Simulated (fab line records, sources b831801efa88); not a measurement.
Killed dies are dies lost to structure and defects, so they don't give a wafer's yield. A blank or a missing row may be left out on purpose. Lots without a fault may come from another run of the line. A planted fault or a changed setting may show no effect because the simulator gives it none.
Which tool did it? | flow sky130 | 7 lots, 21 wafers sampled, at 4 steps of a route of 708

WHAT THE GAUGES READ, wafer by wafer
SKY_VT_ADJUST_HVTR_OVL_MEAS_08.
lot  | measured     | on         | VT_ADJUST_HVTR_OVL (nm)
L510 | day 10 03:22 | overlay-01 | 1.1 1.8 1.1
L515 | day 11 13:22 | overlay-01 | 0.2 1.2 1.1
L518 | day 12 14:26 | overlay-02 | -0.4 0.2 -0.5
L520 | day 13 07:53 | overlay-02 | -1.6 -0.1 0.0
L530 | day 17 03:05 | overlay-02 | -3.6 -2.8 -1.9

WHICH TOOL RAN EACH LOT (tool, then ch and the chambers of the sampled wafers, then the start)
lot  | SKY_FIELD_ISO_ETCH_14             | SKY_FIELD_ISO_ETCH_15             | SKY_FIELD_ISO_STRIP_16
L510 | rie_diel-01 ch 0,1,2, day 2 15:41 | rie_diel-01 ch 0,1,2, day 2 15:44 | plasma_asher-02 ch 0,1, day 2 15:47
L515 | rie_diel-01 ch 1,2,3, day 3 16:30 | rie_diel-01 ch 1,2,3, day 3 16:32 | plasma_asher-02 ch 0,1, day 3 16:36
L518 | rie_diel-04 ch 0,1,2, day 4 09:27 | rie_diel-04 ch 0,1,2, day 4 09:29 | plasma_asher-02 ch 0, day 4 09:33
L520 | rie_diel-04 ch 0,1,3, day 4 21:53 | rie_diel-04 ch 0,1,3, day 4 21:56 | plasma_asher-02 ch 0,1, day 4 21:59
L522 | rie_diel-04 ch 1,3, day 5 05:32   | rie_diel-04 ch 1,3, day 5 05:35   | plasma_asher-03 ch 0,1, day 5 05:38
L524 | rie_diel-03 ch 1,2, day 5 20:15   | rie_diel-03 ch 1,2, day 5 20:17   | plasma_asher-01 ch 0,1, day 5 20:21
L530 | rie_diel-01 ch 1,2, day 6 23:42   | rie_diel-01 ch 1,2, day 6 23:44   | plasma_asher-02 ch 0,1, day 6 23:48
- SKY_FIELD_ISO_ETCH_14: etches BARC in N2/H2, stops on SiO2, time 45.9 s, target depth 60 nm.
- SKY_FIELD_ISO_ETCH_15: etches the open film in CHF3/O2, stops on Si, target depth 180 nm, time 72 s.
- SKY_FIELD_ISO_STRIP_16: strips in O2/N2.

THE ANSWER, worked out from the rows above alone
Rule: what is usual is taken from the lots themselves. Put in order of their means at a reading, lots are off if they are a third of the lots or fewer, leave a main group of 4 or more, and stand apart from it by a gap of 3 or more times the standard deviation of the main group's means; of several such gaps the widest counts. A main group whose means are all the same, to the digits that the tables above print for the reading, isn't used. A lot without any number at a reading at which 4 lots or more have one is off too. The other lots that the step has rows for count as sound.
No lot is off at any reading shown: from this, nothing can be told.

WHAT THE SIMULATOR HAD PUT IN
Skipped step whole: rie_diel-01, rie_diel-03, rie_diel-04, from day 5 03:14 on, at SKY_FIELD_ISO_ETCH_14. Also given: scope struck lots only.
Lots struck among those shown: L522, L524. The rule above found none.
